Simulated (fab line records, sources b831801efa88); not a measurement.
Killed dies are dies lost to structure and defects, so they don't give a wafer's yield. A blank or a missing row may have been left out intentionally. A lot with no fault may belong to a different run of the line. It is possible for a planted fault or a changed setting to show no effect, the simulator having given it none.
fab line records + flow sky130
[record]
- lots = 6
- wafers = 16
- last_day = 52
route steps=708 shown FIELD_ISO@4 PAD_OPEN@708
lots untouched by any fault: they come from a run of this same line in which no faults occurred
start_h: start of the lot's first displayed wafer, in hours after the record's first day + wait_h: how many hours have passed since the lot's step before this one + " unchanged from the row above + L1.1+2: a row that stands for several wafers + - either no value or no given start + * or withheld: withheld + < > ~ a bound
route shown NAME@n: names a module that has steps shown in the file, with the first one's number in the route + usual: average and standard deviation across the fault-free wafers + same: alike in all rows + chamber/n: place in a boat + sites: per-site readings + _std_site: the standard deviation of these + _edge_site: the outer-site mean with the inner-site mean subtracted + radius_mm: for every site, how far away it sits from the centre of the wafer + mask NAME#n: copy n + behind: tool/chamber where the wafer was last shaped + hold: what put the lot on hold/how long, in hours/how the hold closed + device: whichever transistor did not switch (one of n, p or np) + end of line: the same wafers' tests at the end of the route + a step with no rows: only its recipe + killed: at the first sort, the dies lost to defects and structure; wafer yield is something else + map: a wafer's dies, marking killed ones x, the rest . and places with no die _
set.NAME: the setting as run; set.NAME@STEP: as run at that earlier step + model.NAME: the simulator's own value behind a step, which no gauge read
lots seen at some steps along the route; tables by step, rows by wafer
services: the hour from which a tool's chamber was out of use, counted from the record's first day as start_h (under 0 if before that day), plus the number of hours and why
[[steps]]
[step SKY_FIELD_ISO_CVD_03]
[recipe]
- material = Si3N4
- precursor = DCS/NH3
- target_thk_nm = 165
- temp_c = 770
- time_s = 2830
- pressure_mtorr = 250
[step SKY_FIELD_ISO_THK_MEAS_04]
[recipe]
- reads = Si3N4_of_FIELD_ISO_CVD_03
[usual]
- FIELD_ISO_CVD_03_THK = 164.2/1.6
| lot.wafer | tool          | chamber | start_h | wait_h | FIELD_ISO_CVD_03_THK[nm] |
|-----------|---------------|---------|---------|--------|--------------------------|
| L408.1    | film_metro-02 | -       | 34.13   | 0.0    | 162.3                    |
| L408.3    | "             | -       | "       | "      | 162.9                    |
| L408.5    | "             | -       | "       | "      | 162.7                    |
| L412.2    | film_metro-02 | -       | 54.95   | 0.0    | 164.8                    |
| L412.5    | "             | -       | "       | "      | 165.5                    |
| L414.2    | film_metro-01 | -       | 63.91   | 0.0    | 163.9                    |
| L414.4    | "             | -       | "       | "      | 163.9                    |
| L419.1    | film_metro-02 | -       | 89.65   | 0.0    | 165.9                    |
| L419.2    | "             | -       | "       | "      | 166.0                    |
| L419.6    | "             | -       | "       | "      | 166.1                    |
| L420.2    | film_metro-01 | -       | 97.76   | 0.0    | 165.3                    |
| L420.5    | "             | -       | "       | "      | 165.2                    |
| L420.6    | "             | -       | "       | "      | 166.5                    |
| L427.2    | film_metro-04 | -       | 128.49  | 0.0    | 164.1                    |
| L427.5    | "             | -       | "       | "      | 161.1                    |
| L427.6    | "             | -       | "       | "      | 161.2                    |
[step SKY_FIELD_ISO_DEHYDRATE_05]
[recipe]
- temp_c = 200
- time_s = 60
[step SKY_FIELD_ISO_HMDS_06]
[recipe]
- prime_time_s = 60
- prime_temp_c = 120
[step SKY_FIELD_ISO_COAT_07]
[recipe]
- resist = BARC
- temp_c = withheld
- time_s = withheld
- spin_rpm = 3000
- resist_thk_nm = 60
[step SKY_FIELD_ISO_COAT_08]
[recipe]
- resist = KrF-thick
- spin_rpm = 3000
- resist_thk_nm = 450
[step SKY_FIELD_ISO_SOFTBAKE_09]
[recipe]
- temp_c = 100
- time_s = 90
- resist = KrF-thick
[step SKY_FIELD_ISO_EXPOSE_10]
[recipe]
- mask_id = FOM
- na = 0.68
- source_shape = annular
- sigma_inner = 0.4
- sigma_outer = 0.8
- target_cd_nm = 150
- dose_mj = 28
[step SKY_FIELD_ISO_PEB_11]
[recipe]
- peb_temp_c = withheld
- peb_time_s = withheld
- resist = KrF-thick
[step SKY_FIELD_ISO_DEVELOP_12]
[recipe]
- develop_time_s = 60
- resist = KrF-thick
- dev_temp_c = 21
[step SKY_FIELD_ISO_CD_MEAS_13]
[recipe]
- target_cd_nm = 150
[usual]
- cd_nm = 149.9/1.3
| lot.wafer | tool      | chamber | start_h | wait_h | cd_nm |
|-----------|-----------|---------|---------|--------|-------|
| L408.1    | cd_sem-02 | -       | 49.58   | -      | 148.3 |
| L408.3    | "         | -       | "       | "      | 148.4 |
| L408.5    | "         | -       | "       | "      | 148.9 |
| L412.2    | cd_sem-01 | -       | 70.36   | -      | 149.0 |
| L412.5    | "         | -       | "       | "      | 150.2 |
| L414.2    | cd_sem-01 | -       | 80.84   | -      | 150.1 |
| L414.4    | "         | -       | "       | "      | 151.7 |
| L419.1    | cd_sem-01 | -       | 160.42  | -      | 148.6 |
| L419.2    | "         | -       | "       | "      | 148.2 |
| L419.6    | "         | -       | "       | "      | 149.0 |
| L420.2    | cd_sem-01 | -       | 162.36  | -      | 149.9 |
| L420.5    | "         | -       | "       | "      | 150.9 |
| L420.6    | "         | -       | "       | "      | 148.6 |
| L427.2    | cd_sem-01 | -       | 168.38  | -      | 149.9 |
| L427.5    | "         | -       | "       | "      | 149.2 |
| L427.6    | "         | -       | "       | "      | 150.9 |
[step SKY_FIELD_ISO_ETCH_14]
[recipe]
- chemistry = N2/H2
- target = BARC
- ion_energy_ev = 200
- source_w = 500
- bias_w = 100
- pressure_mtorr = 30
- n2_flow_sccm = 100
- h2_flow_sccm = 200
- stop_on = SiO2
- time_s = 45.9
- target_depth_a = 600
[usual]
- drypump_motor_current_A = 5.4/0.51
- oes_product_au = 0.855/0.0047
- throttle_valve_pct = 13.224/0.0086
| lot.wafer | tool        | chamber | start_h | wait_h | drypump_motor_current_A | oes_product_au | rf_hours_counter_h | throttle_valve_pct |
|-----------|-------------|---------|---------|--------|-------------------------|----------------|--------------------|--------------------|
| L408.1    | rie_diel-03 | 0       | 49.70   | 0.1    | 5.3                     | 0.862          | 13                 | 13.219             |
| L408.3    | "           | 3       | "       | "      | 6.3                     | 0.851          | 4                  | 13.238             |
| L408.5    | "           | 2       | "       | "      | 4.9                     | 0.857          | -                  | 13.238             |
| L412.2    | rie_diel-03 | 0       | 70.46   | 0.1    | 5.3                     | 0.846          | 13                 | 13.216             |
| L412.5    | "           | 3       | "       | "      | 6.3                     | 0.857          | -                  | 13.224             |
| L414.2    | rie_diel-03 | 3       | 80.94   | 0.1    | 6.3                     | 0.860          | 5                  | 13.221             |
| L414.4    | "           | 0       | "       | "      | 5.3                     | 0.852          | 14                 | 13.225             |
| L419.1    | rie_diel-01 | 0       | 160.54  | 0.1    | 5.2                     | 0.852          | 110                | 13.221             |
| L419.2    | "           | 2       | "       | "      | 5.5                     | 0.849          | 0                  | 13.225             |
| L419.6    | "           | 0       | "       | "      | 5.2                     | 0.844          | -                  | 13.221             |
| L420.2    | rie_diel-01 | 0       | 162.46  | 0.1    | 5.2                     | 0.856          | 111                | 13.228             |
| L420.5    | "           | 3       | "       | "      | 5.0                     | 0.855          | -                  | 13.229             |
| L420.6    | "           | 2       | "       | "      | 5.5                     | 0.849          | -                  | 13.220             |
| L427.2    | rie_diel-01 | 0       | 168.48  | 0.1    | 5.2                     | 0.855          | 111                | 13.227             |
| L427.5    | "           | 1       | "       | "      | 5.8                     | 0.859          | -                  | 13.236             |
| L427.6    | "           | 0       | "       | "      | 5.2                     | 0.864          | -                  | 13.214             |
[step SKY_FIELD_ISO_ETCH_15]
[recipe]
- chemistry = CHF3/O2
- target_depth_nm = 180
- stop_on = Si
- source_w = 600
- bias_w = 200
- pressure_mtorr = 40
- chf3_flow_sccm = 50
- O2_flow_sccm = 5
- time_s = 72
[usual]
- drypump_motor_current_A = 5.4/0.51
- oes_product_au = 0.943/0.0072
- throttle_valve_pct = 8.844/0.0085
| lot.wafer | tool        | chamber | start_h | wait_h | drypump_motor_current_A | oes_product_au | rf_hours_counter_h | throttle_valve_pct | model.KrF-thick_of_FIELD_ISO_COAT_08.thk_nm |
|-----------|-------------|---------|---------|--------|-------------------------|----------------|--------------------|--------------------|---------------------------------------------|
| L408.1    | rie_diel-03 | 0       | 49.74   | 0.0    | 5.3                     | 0.938          | 13                 | 8.847              | 238.1                                       |
| L408.3    | "           | 3       | "       | "      | 6.3                     | 0.947          | 4                  | 8.835              | 244.1                                       |
| L408.5    | "           | 2       | "       | "      | 4.9                     | 0.930          | -                  | 8.851              | 233.7                                       |
| L412.2    | rie_diel-03 | 0       | 70.50   | 0.0    | 5.2                     | 0.734          | 13                 | 8.782              | 304.5                                       |
| L412.5    | "           | 3       | "       | "      | 6.3                     | 0.944          | -                  | 8.837              | 243.4                                       |
| L414.2    | rie_diel-03 | 3       | 80.98   | 0.0    | 6.3                     | 0.733          | 5                  | 8.783              | 303                                         |
| L414.4    | "           | 0       | "       | "      | 5.3                     | 0.734          | 14                 | 8.782              | 303.8                                       |
| L419.1    | rie_diel-01 | 0       | 160.58  | 0.0    | 5.2                     | 0.951          | 110                | 8.834              | 235.3                                       |
| L419.2    | "           | 2       | "       | "      | 5.4                     | 0.948          | 0                  | 8.846              | 233.3                                       |
| L419.6    | "           | 0       | "       | "      | 5.2                     | 0.957          | -                  | 8.860              | 235.4                                       |
| L420.2    | rie_diel-01 | 0       | 162.50  | 0.0    | 5.2                     | 0.947          | 111                | 8.851              | 240.8                                       |
| L420.5    | "           | 3       | "       | "      | 5.0                     | 0.951          | -                  | 8.833              | 235.5                                       |
| L420.6    | "           | 2       | "       | "      | 5.5                     | 0.945          | -                  | 8.821              | 236.4                                       |
| L427.2    | rie_diel-01 | 0       | 168.52  | 0.0    | 5.2                     | 0.941          | 111                | 8.851              | 239.8                                       |
| L427.5    | "           | 1       | "       | "      | 5.8                     | 0.934          | -                  | 8.845              | 233.5                                       |
| L427.6    | "           | 0       | "       | "      | 5.2                     | 0.933          | -                  | 8.825              | 239.8                                       |
[step SKY_FIELD_ISO_STRIP_16]
[recipe]
- chemistry = O2/N2
- power_w = 1400
- pressure_mtorr = 1500
- platen_temp_c = withheld
- o2_flow_sccm = 3000
- n2_flow_sccm = 300
- overash_fraction = 0.5
[usual]
- drypump_motor_current_A = 5.81/0.058
- oes_product_au = 0.378/0.0051
- strip_time_to_endpoint_s = 3.54/0.054
| lot.wafer | tool            | chamber | start_h | wait_h | drypump_motor_current_A | oes_product_au | rf_hours_counter_h | strip_time_to_endpoint_s |
|-----------|-----------------|---------|---------|--------|-------------------------|----------------|--------------------|--------------------------|
| L408.1    | plasma_asher-04 | 1       | 49.80   | 0.0    | 5.79                    | 0.373          | 37                 | 3.56                     |
| L408.3    | "               | 0       | "       | "      | 5.81                    | 0.379          | -                  | 3.63                     |
| L408.5    | "               | 1       | "       | "      | 5.75                    | 0.372          | -                  | 3.52                     |
| L412.2    | plasma_asher-04 | 0       | 70.55   | 0.0    | 5.81                    | 0.408          | 39                 | 4.27                     |
| L412.5    | "               | 1       | "       | "      | 5.86                    | 0.378          | -                  | 3.63                     |
| L414.2    | plasma_asher-04 | 1       | 81.04   | 0.0    | 5.78                    | 0.403          | 40                 | 4.25                     |
| L414.4    | "               | 0       | "       | "      | 5.81                    | 0.412          | -                  | 4.26                     |
| L419.1    | plasma_asher-02 | 1       | 160.64  | 0.0    | 5.80                    | 0.368          | 45                 | 3.52                     |
| L419.2    | "               | 0       | "       | "      | 5.79                    | 0.378          | 45                 | 3.50                     |
| L419.6    | "               | 0       | "       | "      | 5.80                    | 0.380          | -                  | 3.52                     |
| L420.2    | plasma_asher-01 | 0       | 162.56  | 0.0    | 5.93                    | 0.381          | 44                 | 3.62                     |
| L420.5    | "               | 1       | "       | "      | 5.75                    | 0.379          | -                  | 3.54                     |
| L420.6    | "               | 0       | "       | "      | 5.92                    | 0.385          | -                  | 3.54                     |
| L427.2    | plasma_asher-01 | 0       | 168.58  | 0.0    | 5.93                    | 0.381          | 46                 | 3.59                     |
| L427.5    | "               | 1       | "       | "      | 5.77                    | 0.367          | -                  | 3.51                     |
| L427.6    | "               | 0       | "       | "      | 5.93                    | 0.383          | -                  | 3.59                     |
[step SKY_FIELD_ISO_ETCH_17]
[recipe]
- target_depth_a = 3420
- mask_material = Si3N4
- chemistry = HBr/Cl2/O2
- target = Si
- taper_deg = 5
- icp_w = 600
- bias_w = 150
- pressure_mtorr = 15
- HBr_flow_sccm = 150
- Cl2_flow_sccm = 40
- O2_flow_sccm = 6
- time_s = 97.7
[usual]
- HBr_flow_sccm = 150.0/0.44
- drypump_motor_current_A = 5.9/0.32
- oes_product_au = 0.990/0.012
- throttle_valve_pct = 25.664/0.011
| lot.wafer | tool      | chamber | start_h | wait_h | HBr_flow_sccm | drypump_motor_current_A | oes_product_au | rf_hours_counter_h | throttle_valve_pct |
|-----------|-----------|---------|---------|--------|---------------|-------------------------|----------------|--------------------|--------------------|
| L408.1    | rie_si-02 | 2       | 49.90   | 0.1    | 149.9         | 6.3                     | 0.995          | 81                 | 25.665             |
| L408.3    | "         | 0       | "       | "      | 150.7         | 5.6                     | 0.993          | 121                | 25.651             |
| L408.5    | "         | 0       | "       | "      | 150.2         | 5.6                     | 0.997          | -                  | 25.665             |
| L412.2    | rie_si-02 | 3       | 70.65   | 0.1    | 150.1         | 5.9                     | 1.005          | 20                 | 25.667             |
| L412.5    | "         | 0       | "       | "      | 150.2         | 5.6                     | 0.992          | -                  | 25.668             |
| L414.2    | rie_si-01 | 1       | 81.14   | 0.1    | 150.0         | 6.2                     | 0.963          | 142                | 25.679             |
| L414.4    | "         | 2       | "       | "      | 149.7         | 5.6                     | 0.985          | 139                | 25.660             |
| L419.1    | rie_si-02 | 0       | 160.74  | 0.1    | 150.1         | 5.6                     | 0.998          | 122                | 25.652             |
| L419.2    | "         | 1       | "       | "      | 149.8         | 5.5                     | 0.995          | 1                  | 25.651             |
| L419.6    | "         | 0       | "       | "      | 150.0         | 5.6                     | 1.000          | -                  | 25.667             |
| L420.2    | rie_si-02 | 1       | 162.66  | 0.1    | 149.9         | 5.5                     | 0.995          | 2                  | 25.662             |
| L420.5    | "         | 1       | "       | "      | 149.9         | 5.5                     | 0.990          | -                  | 25.653             |
| L420.6    | "         | 0       | "       | "      | 150.2         | 5.6                     | 1.007          | -                  | 25.642             |
| L427.2    | rie_si-02 | 2       | 168.68  | 0.1    | 149.5         | 6.3                     | 0.995          | 82                 | 25.664             |
| L427.5    | "         | 1       | "       | "      | 149.6         | 5.5                     | 0.988          | -                  | 25.664             |
| L427.6    | "         | 2       | "       | "      | 149.8         | 6.3                     | 0.999          | -                  | 25.677             |
[step SKY_PAD_OPEN_PROBE_99]
[usual]
- killed_at_M0_to_M3 = 45/6.3
- killed_at_M4_up = 2.8/1.6
- killed_at_contacts = 24/5.1
- killed_at_front_end = 14/4.4
- killed_at_other = 0.4/0.73
- killed_dies = 86/9
- killed_on_rim = 17/3.8
- killed_open = 47/7.8
- killed_short = 39/6.6
[same]
- gross_dies = 492
- killed_at_back_side = 0
| lot.wafer | tool      | chamber | start_h | wait_h | killed_at_M0_to_M3 | killed_at_M4_up | killed_at_contacts | killed_at_front_end | killed_at_other | killed_dies | killed_on_rim | killed_open | killed_short |
|-----------|-----------|---------|---------|--------|--------------------|-----------------|--------------------|---------------------|-----------------|-------------|---------------|-------------|--------------|
| L408.1    | prober-02 | -       | 1135.82 | 0.1    | 49                 | 5               | 17                 | 15                  | 0               | 86          | 22            | 38          | 47           |
| L408.3    | prober-02 | -       | 1135.92 | 0.2    | 34                 | 6               | 16                 | 13                  | 1               | 70          | 12            | 32          | 37           |
| L408.5    | prober-02 | -       | 1136.02 | 0.2    | 47                 | 4               | 24                 | 19                  | 0               | 94          | 18            | 57          | 36           |
| L412.2    | prober-02 | -       | 1139.65 | 0.1    | 41                 | 2               | 22                 | 427                 | 0               | 492         | 96            | 41          | 39           |
| L412.5    | prober-02 | -       | 1139.80 | 0.2    | 52                 | 3               | 21                 | 13                  | 2               | 91          | 17            | 60          | 31           |
| L414.2    | prober-02 | -       | 1140.08 | 0.1    | 37                 | 1               | 20                 | 434                 | 0               | 492         | 96            | 34          | 37           |
| L414.4    | prober-02 | -       | 1140.18 | 0.2    | 44                 | 1               | 20                 | 427                 | 0               | 492         | 96            | 44          | 31           |
| L419.1    | prober-02 | -       | 1235.83 | 0.1    | 43                 | 4               | 28                 | 7                   | 0               | 82          | 17            | 45          | 37           |
| L419.2    | prober-02 | -       | 1235.88 | 0.1    | 49                 | 2               | 20                 | 8                   | 0               | 79          | 18            | 47          | 32           |
| L419.6    | prober-02 | -       | 1236.08 | 0.2    | 46                 | 5               | 25                 | 6                   | 0               | 82          | 18            | 45          | 37           |
| L420.2    | prober-02 | -       | 1241.21 | 0.1    | 44                 | 4               | 20                 | 16                  | 0               | 84          | 12            | 49          | 35           |
| L420.5    | prober-02 | -       | 1241.36 | 0.2    | 51                 | 3               | 17                 | 24                  | 0               | 95          | 22            | 43          | 52           |
| L420.6    | prober-02 | -       | 1241.41 | 0.2    | 42                 | 1               | 14                 | 10                  | 0               | 67          | 13            | 35          | 32           |
| L427.2    | prober-01 | -       | 1242.71 | 0.1    | 53                 | 0               | 21                 | 24                  | 1               | 99          | 20            | 56          | 43           |
| L427.5    | prober-01 | -       | 1242.86 | 0.2    | 40                 | 4               | 20                 | 17                  | 0               | 81          | 15            | 50          | 31           |
| L427.6    | prober-01 | -       | 1242.91 | 0.2    | 54                 | 1               | 31                 | 21                  | 0               | 107         | 17            | 69          | 38           |
// killed by level:class
L408.1 VIA3:geometric_particle:open=10 VIA1:geometric_particle:open=10 VIA1:geometric_particle:short=8 FIELD_ISO:geometric_particle:short=5 LOCAL_INTERCONNECT:geometric_particle:short=5 POLY_GATE:geometric_particle:short=4 CONTACT:geometric_particle:open=4 CONTACT:geometric_particle:short=4
L408.3 CONTACT:geometric_particle:open=8 VIA3:geometric_particle:open=7 METAL4:geometric_particle:short=6 METAL1:geometric_particle:short=5 VIA1:geometric_particle:short=5 VIA1:geometric_particle:open=5 FIELD_ISO:geometric_particle:open=4 SPACER:geometric_particle:short=3
L408.5 LI_CONTACT:geometric_particle:open=9 VIA1:geometric_particle:open=9 VIA2:geometric_particle:open=8 VIA3:geometric_particle:open=8 POLY_GATE:geometric_particle:short=5 POLY_GATE:geometric_particle:open=5 CONTACT:geometric_particle:open=5 VIA1:geometric_particle:short=5
L412.2 FIELD_ISO:area_etch=412 FIELD_ISO:geometric_particle:short=7 CONTACT:geometric_particle:open=7 VIA2:geometric_particle:open=7 VIA3:geometric_particle:open=7 LI_CONTACT:geometric_particle:open=6 METAL3:geometric_particle:short=6 VIA1:geometric_particle:open=5
L412.5 VIA1:geometric_particle:open=14 VIA2:geometric_particle:open=13 VIA3:geometric_particle:open=7 LI_CONTACT:geometric_particle:open=6 FIELD_ISO:geometric_particle:open=5 POLY_GATE:geometric_particle:open=5 VIA1:geometric_particle:short=5 LOCAL_INTERCONNECT:geometric_particle:short=5
L414.2 FIELD_ISO:area_etch=421 VIA1:geometric_particle:open=8 METAL1:geometric_particle:short=7 VIA1:geometric_particle:short=7 LI_CONTACT:geometric_particle:open=6 CONTACT:geometric_particle:short=5 VIA2:geometric_particle:open=5 POLY_GATE:geometric_particle:open=4
L414.4 FIELD_ISO:area_etch=417 VIA1:geometric_particle:open=9 LI_CONTACT:geometric_particle:open=7 CONTACT:geometric_particle:open=7 METAL1:geometric_particle:short=6 VIA3:geometric_particle:open=6 VIA2:geometric_particle:open=5 FIELD_ISO:geometric_particle:open=4
L419.1 VIA1:geometric_particle:open=10 LI_CONTACT:geometric_particle:open=9 VIA2:geometric_particle:open=8 LOCAL_INTERCONNECT:geometric_particle:short=6 CONTACT:geometric_particle:open=5 VIA1:geometric_particle:short=5 METAL3:geometric_particle:short=4 LOCAL_INTERCONNECT:geometric_particle:open=3
L419.2 VIA1:geometric_particle:open=16 VIA1:geometric_particle:short=9 LI_CONTACT:geometric_particle:open=7 VIA3:geometric_particle:open=5 CONTACT:geometric_particle:open=4 VIA2:geometric_particle:open=4 CONTACT:geometric_particle:short=3 METAL1:geometric_particle:short=3
L419.6 METAL2:geometric_particle:short=11 CONTACT:geometric_particle:open=10 VIA1:geometric_particle:open=10 LI_CONTACT:geometric_particle:open=9 VIA2:geometric_particle:open=7 METAL1:geometric_particle:short=6 LOCAL_INTERCONNECT:geometric_particle:short=3 VIA1:geometric_particle:short=3
L420.2 VIA1:geometric_particle:open=12 CONTACT:geometric_particle:open=8 CONTACT:geometric_particle:short=7 VIA2:geometric_particle:open=7 FIELD_ISO:geometric_particle:open=5 METAL2:geometric_particle:short=4 METAL1:geometric_particle:short=4 METAL2:geometric_particle:open=4
L420.5 VIA2:geometric_particle:open=10 METAL1:geometric_particle:short=8 METAL2:geometric_particle:short=8 FIELD_ISO:geometric_particle:short=7 VIA1:geometric_particle:open=7 LI_CONTACT:geometric_particle:open=4 FIELD_ISO:geometric_particle:open=4 POLY_GATE:geometric_particle:short=4
L420.6 VIA3:geometric_particle:open=9 VIA1:geometric_particle:open=8 METAL2:geometric_particle:short=7 CONTACT:geometric_particle:open=5 METAL1:geometric_particle:short=5 VIA2:geometric_particle:open=4 LI_CONTACT:geometric_particle:short=4 VIA1:geometric_particle:short=4
L427.2 VIA1:geometric_particle:open=12 VIA2:geometric_particle:open=10 FIELD_ISO:geometric_particle:short=8 CONTACT:geometric_particle:open=7 VIA1:geometric_particle:short=6 LI_CONTACT:geometric_particle:open=5 VIA3:geometric_particle:open=5 POLY_GATE:geometric_particle:open=4
L427.5 VIA1:geometric_particle:open=14 LI_CONTACT:geometric_particle:open=7 VIA2:geometric_particle:open=7 POLY_GATE:geometric_particle:open=5 CONTACT:geometric_particle:short=5 VIA3:geometric_particle:open=5 FIELD_ISO:geometric_particle:short=4 CONTACT:geometric_particle:open=4
L427.6 VIA1:geometric_particle:open=15 LI_CONTACT:geometric_particle:open=12 CONTACT:geometric_particle:open=11 FIELD_ISO:geometric_particle:open=7 VIA3:geometric_particle:open=7 VIA2:geometric_particle:open=6 POLY_GATE:geometric_particle:open=5 METAL1:geometric_particle:short=5
// map L412.2 (x killed, . not)
__________xxxxxxxxxx_________
________xxxxxxxxxxxxxx_______
______xxxxxxxxxxxxxxxxxx_____
_____xxxxxxxxxxxxxxxxxxxx____
____xxxxxxxxxxxxxxxxxxxxxx___
___xxxxxxxxxxxxxxxxxxxxxxxx__
__xxxxxxxxxxxxxxxxxxxxxxxxxx_
_xxxxxxxxxxxxxxxxxxxxxxxxxxxx
_xxxxxxxxxxxxxxxxxxxxxxxxxxxx
_xxxxxxxxxxxxxxxxxxxxxxxxxxxx
_xxxxxxxxxxxxxxxxxxxxxxxxxxxx
_xxxxxxxxxxxxxxxxxxxxxxxxxxxx
_xxxxxxxxxxxxxxxxxxxxxxxxxxxx
_xxxxxxxxxxxxxxxxxxxxxxxxxxxx
_xxxxxxxxxxxxxxxxxxxxxxxxxxxx
__xxxxxxxxxxxxxxxxxxxxxxxxxx_
___xxxxxxxxxxxxxxxxxxxxxxxx__
____xxxxxxxxxxxxxxxxxxxxxx___
_____xxxxxxxxxxxxxxxxxxxx____
______xxxxxxxxxxxxxxxxxx_____
________xxxxxxxxxxxxxx_______
__________xxxxxxxxxx_________
// map L414.2 (x killed, . not)
__________xxxxxxxxxx_________
________xxxxxxxxxxxxxx_______
______xxxxxxxxxxxxxxxxxx_____
_____xxxxxxxxxxxxxxxxxxxx____
____xxxxxxxxxxxxxxxxxxxxxx___
___xxxxxxxxxxxxxxxxxxxxxxxx__
__xxxxxxxxxxxxxxxxxxxxxxxxxx_
_xxxxxxxxxxxxxxxxxxxxxxxxxxxx
_xxxxxxxxxxxxxxxxxxxxxxxxxxxx
_xxxxxxxxxxxxxxxxxxxxxxxxxxxx
_xxxxxxxxxxxxxxxxxxxxxxxxxxxx
_xxxxxxxxxxxxxxxxxxxxxxxxxxxx
_xxxxxxxxxxxxxxxxxxxxxxxxxxxx
_xxxxxxxxxxxxxxxxxxxxxxxxxxxx
_xxxxxxxxxxxxxxxxxxxxxxxxxxxx
__xxxxxxxxxxxxxxxxxxxxxxxxxx_
___xxxxxxxxxxxxxxxxxxxxxxxx__
____xxxxxxxxxxxxxxxxxxxxxx___
_____xxxxxxxxxxxxxxxxxxxx____
______xxxxxxxxxxxxxxxxxx_____
________xxxxxxxxxxxxxx_______
__________xxxxxxxxxx_________
[[services]]
| tool            | chamber | start_h | hours | kind           |
|-----------------|---------|---------|-------|----------------|
| rie_diel-03     | 0       | 50.42   | 5.6   | repair         |
| rie_si-02       | 1       | 51.26   | 5.2   | repair         |
| rie_diel-01     | -       | 66.25   | 1.8   | repair         |
| plasma_asher-02 | -       | 80.74   | 2.4   | repair         |
| rie_diel-03     | 2       | 88.90   | 2.0   | repair         |
| plasma_asher-02 | -       | 91.27   | 1.2   | repair         |
| rie_diel-01     | 3       | 100.42  | 15.4  | repair         |
| plasma_asher-04 | -       | 108.75  | 9.0   | pm             |
| plasma_asher-04 | 0       | 108.75  | 9.0   | vent_cycle     |
| plasma_asher-04 | 1       | 108.75  | 9.0   | vent_cycle     |
| plasma_asher-04 | 0       | 117.75  | -     | clean          |
| plasma_asher-04 | 1       | 117.75  | -     | clean          |
| rie_si-01       | 3       | 119.21  | 8.4   | repair         |
| rie_si-01       | 1       | 127.64  | -     | clean          |
| rie_si-01       | 1       | 127.64  | 16.4  | scheduled_down |
| rie_si-01       | 1       | 127.64  | 16.4  | vent_cycle     |
| rie_diel-01     | 2       | 136.62  | -     | clean          |
| rie_diel-01     | 2       | 136.62  | 19.9  | scheduled_down |
| rie_diel-01     | 2       | 136.62  | 19.9  | vent_cycle     |
| rie_si-01       | 2       | 144.01  | -     | clean          |
| rie_si-01       | 2       | 144.01  | 17.4  | scheduled_down |
| rie_si-01       | 2       | 144.01  | 17.4  | vent_cycle     |
| rie_si-02       | 3       | 151.42  | 30.2  | repair         |
| rie_diel-01     | 0       | 165.48  | 2.6   | repair         |
[[key]]
[first_sign]
- step = SKY_FIELD_ISO_ETCH_15
- reading = oes_product_au
- direction = down
- sigmas = 29
- usual = 0.943
- struck = 0.734
[effect]
- step = SKY_FIELD_ISO_ETCH_15
- reading = throttle_valve_pct
- direction = down
- sigmas = 7.3
- usual = 8.844
- struck = 8.782
[effect]
- step = SKY_FIELD_ISO_STRIP_16
- reading = strip_time_to_endpoint_s
- direction = up
- sigmas = 13
- usual = *
- struck = *
[effect]
- step = SKY_PAD_OPEN_PROBE_99
- reading = killed_at_front_end
- direction = up
- sigmas = 95
- usual = 14
- struck = 429
[model_effect]
- step = SKY_FIELD_ISO_ETCH_15
- value = KrF-thick_of_FIELD_ISO_COAT_08.thk_nm
- without = 241.1
- struck = 303.8
[more_kills_born_at]
- SKY_FIELD_ISO_ETCH_15@rie_diel-03 = 1250
met_at SKY_FIELD_ISO_ETCH_15
struck_wafers L412.2,L414.2,L414.4
later_rows_left_out L412.2,L414.2,L414.4
tester_left_out L412,L414
onset_between 49.74 70.50
[fault]
- kind = process_parameter_drift
- tool = rie_diel-03
- chamber = -
- onset_h = 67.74
- steps = SKY_FIELD_ISO_ETCH_15
- channel = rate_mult
- offset = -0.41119
- shape = step
- end_h = 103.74
- scope = struck_wafers_only
// tester_left_out: of these lots the tester's yield and bins aren't shown, on N5 and GAA mostly nor the transistor test; their killed dies are dies lost to structure and defects alone, not to doping, threshold or leakage, so they don't give the yield
// later_rows_left_out: the simulator's readings of these wafers behind a module that went badly wrong aren't trusted and aren't shown, but for the sort
